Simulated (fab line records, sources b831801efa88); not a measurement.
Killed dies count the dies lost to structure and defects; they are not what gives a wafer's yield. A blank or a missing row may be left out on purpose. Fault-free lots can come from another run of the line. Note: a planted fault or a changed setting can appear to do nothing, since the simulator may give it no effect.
One fault seen from 2 desks ; flow sky130 ; each desk has only its own numbers; what lay behind them comes last

== FROM THE METROLOGY DESK ==
Lot by lot, what the gauges showed, no matter which tool ran the lot: averages of those sampled wafers that carry a number. If a lot's mean is further than 4 standard deviations from the usual mean, the lot is out of limits and carries the mark OUT (the distance appears in the brackets).
Columns: A = PWDE_RS at SKY_NWELL_RS_MEAS_31, usual 5282 ohm/sq; B = VT_ADJUST_HVTP_OVL at SKY_VT_ADJUST_HVTP_OVL_MEAS_08, usual -1.0 nm; C = cd-nm at SKY_SONOS_ONO_CD_MEAS_13, usual 410.0 nm; D = GATE_OXIDE_TW at SKY_GATE_OXIDE_TW_MEAS_14, usual 222.8
lot;first seen here;A;B;C;D
L984;day 6 16:23;5318;-0.2;409.9;222.4
L985;day 6 21:23;5291;-3.8;410.4;221.6
L986;day 7 04:29;5254;1.3;409.4;223.5
L989;day 7 21:30;5255;-1.8;409.9;225.7
L991;day 8 09:51;5298;-0.3;410.0;224.1
L992;day 8 14:05;5293;-1.4;415.0;219.7
L993;day 8 21:06;5290;-1.8;407.1;314.5 (+38) OUT
L994;day 9 05:02;5269;-3.9;409.7;225.7
L995;day 9 16:04;5275;0.5;414.0;323.9 (+42) OUT
L996;day 9 21:00;5305;-1.7;410.7;223.3
L997;day 10 00:21;5245;0.2;413.5;223.3
L102;day 11 05:40;5275;-0.9;412.5;223.4
Finding of this desk: L993, L995 out of limits, first seen on L993 at day 18 19:20 (GATE_OXIDE_TW at SKY_GATE_OXIDE_TW_MEAS_14). L984, L985, L986, L989, L991, L992, L994, L996, L997, L102 stayed within limits.

== TOOL OWNER'S DESK, implanter-01 ==
The tool's own readings at SKY_GATE_OXIDE_IMPLANT_11: means of the sampled wafers that have a number, for each lot that ran on this tool. If a lot's mean is further than 4 standard deviations from the usual mean, the lot is out of limits and carries the mark OUT (the distance appears in the brackets).
Columns: A = dose-ions-cm2 at SKY_GATE_OXIDE_IMPLANT_11, usual 2.6e+12; B = end-station-pressure-torr at SKY_GATE_OXIDE_IMPLANT_11, usual 5.04e-06 Torr; C = faraday-current-uA at SKY_GATE_OXIDE_IMPLANT_11, usual 14.7
lot;first seen here;A;B;C
L985;day 15 21:32;2.6e+12;4.90e-06;14.4
L991;day 18 03:05;2.6e+12;4.92e-06;14.6
L992;day 18 12:47;2.6e+12;4.96e-06;14.8
L993;day 18 18:59;8.9e+12 (+99 or more) OUT;5.01e-06;49.5 (+99 or more) OUT
L995;day 19 17:52;8.9e+12 (+99 or more) OUT;5.11e-06;49.2 (+99 or more) OUT
Finding of this desk: L993, L995 out of limits; the first was L993 at day 18 18:59, on dose-ions-cm2 at SKY_GATE_OXIDE_IMPLANT_11. L985, L991, L992 stayed within limits.

== TAKEN TOGETHER ==
The tool owner's desk could have raised an alarm at day 18 18:59, on L993, L995.
The metrology desk could have raised an alarm at day 18 19:20, on L993, L995.
All the named lots went through SKY_GATE_OXIDE_IMPLANT_11 on implanter-01.

== WHAT THE SIMULATOR HAD INSERTED ==
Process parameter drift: implanter-01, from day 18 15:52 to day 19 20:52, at SKY_GATE_OXIDE_IMPLANT_11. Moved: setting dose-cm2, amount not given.
Lots struck among those shown: L993, L995.
Time in hours from fault onset to the first out-of-limits reading at each desk: tool owner's desk 3, metrology desk 3.
